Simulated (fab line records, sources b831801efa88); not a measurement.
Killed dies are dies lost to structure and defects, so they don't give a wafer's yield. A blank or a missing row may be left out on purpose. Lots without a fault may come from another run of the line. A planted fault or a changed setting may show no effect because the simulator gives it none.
Tool commonality check | flow sky130 | 11 lots, 33 wafers sampled

WHY IT WAS OPENED
At SKY_DNWELL_TW_MEAS_09 the reading DNWELL_TW is flagged on 1 of 11 lots. Wafers without a fault read 1108, standard deviation 6.1.
Rule: a lot is flagged when every wafer of it that has a number lies more than 4 standard deviations from that mean, or none has a number. The other lots count as sound.

lot  | measured    | on            | DNWELL_TW, wafer by wafer | flag
L807 | day 3 09:47 | film_metro-01 | 1110 1102 1107            |
L808 | day 3 15:19 | film_metro-01 | 1118 1107 1108            |
L809 | day 3 19:05 | film_metro-01 | 1108 1104 1105            |
L811 | day 4 06:32 | film_metro-01 | 1099 1102 1101            |
L814 | day 4 23:10 | film_metro-03 | 1118 1108 1114            |
L817 | day 5 20:52 | film_metro-02 | 30 30 30                  | FLAGGED
L825 | day 7 11:56 | film_metro-03 | 1103 1110 1105            |
L826 | day 7 16:23 | film_metro-03 | 1107 1114 1111            |
L827 | day 8 00:39 | film_metro-01 | 1098 1101 1097            |
L828 | day 8 03:24 | film_metro-03 | 1105 1113 1107            |
L829 | day 8 12:05 | film_metro-02 | 1109 1105 1107            |
The numbers of the flagged lots are 30 on average: -1078 against the usual, or -99 or more standard deviations.

WHICH TOOL RAN EACH LOT
The record holds 1 process step before the reading, out of a route of 708 steps. In each cell: the tool, then ch and the chambers that the sampled wafers went through, then the start.
lot  | flag    | SKY_DNWELL_EXPOSE_04
L807 |         | iline_stepper-02 ch 0, day 3 01:11
L808 |         | iline_stepper-02 ch 0, day 3 07:05
L809 |         | iline_stepper-01 ch 0, day 3 10:58
L811 |         | iline_stepper-02 ch 0, day 3 21:56
L814 |         | iline_stepper-01 ch 0, day 4 14:56
L817 | FLAGGED | iline_stepper-02 ch 0, day 5 12:01
L825 |         | iline_stepper-01 ch 0, day 7 02:01
L826 |         | iline_stepper-01 ch 0, day 7 06:08
L827 |         | iline_stepper-01 ch 0, day 7 14:38
L828 |         | iline_stepper-02 ch 0, day 7 17:35
L829 |         | iline_stepper-01 ch 0, day 8 01:37
What these steps do:
- SKY_DNWELL_EXPOSE_04: exposes mask DNM, target cd 3000 nm.
- SKY_DNWELL_TW_MEAS_09

FLAGGED OVER TOTAL, TOOL BY TOOL (the gauges that took the reading come last)
step                  | tool             | lots run | flagged | share of the flagged lots | sound lots run after its first flagged lot
SKY_DNWELL_EXPOSE_04  | iline_stepper-01 | 6        | 0       | none                      | -
SKY_DNWELL_EXPOSE_04  | iline_stepper-02 | 5        | 1       | all                       | 1 (L828)
SKY_DNWELL_TW_MEAS_09 | film_metro-01    | 5        | 0       | none                      | -
SKY_DNWELL_TW_MEAS_09 | film_metro-02    | 2        | 1       | all                       | 1 (L829)
SKY_DNWELL_TW_MEAS_09 | film_metro-03    | 4        | 0       | none                      | -

WHAT THE TABLE ALLOWS
2 rows of the table ran every flagged lot: iline_stepper-02 at SKY_DNWELL_EXPOSE_04, film_metro-02 at SKY_DNWELL_TW_MEAS_09.
- iline_stepper-02 at SKY_DNWELL_EXPOSE_04: 1 of its 5 lots flagged. Sound lots ran on it after the first flagged one (L828), which a lasting fault on the whole tool wouldn't allow.
- film_metro-02 at SKY_DNWELL_TW_MEAS_09: 1 of its 2 lots flagged. Sound lots ran on it after the first flagged one (L829), which a lasting fault on the whole tool wouldn't allow.
No row of the table ran every flagged lot and no sound lot after the first.

WHAT THE SIMULATOR HAD PUT IN
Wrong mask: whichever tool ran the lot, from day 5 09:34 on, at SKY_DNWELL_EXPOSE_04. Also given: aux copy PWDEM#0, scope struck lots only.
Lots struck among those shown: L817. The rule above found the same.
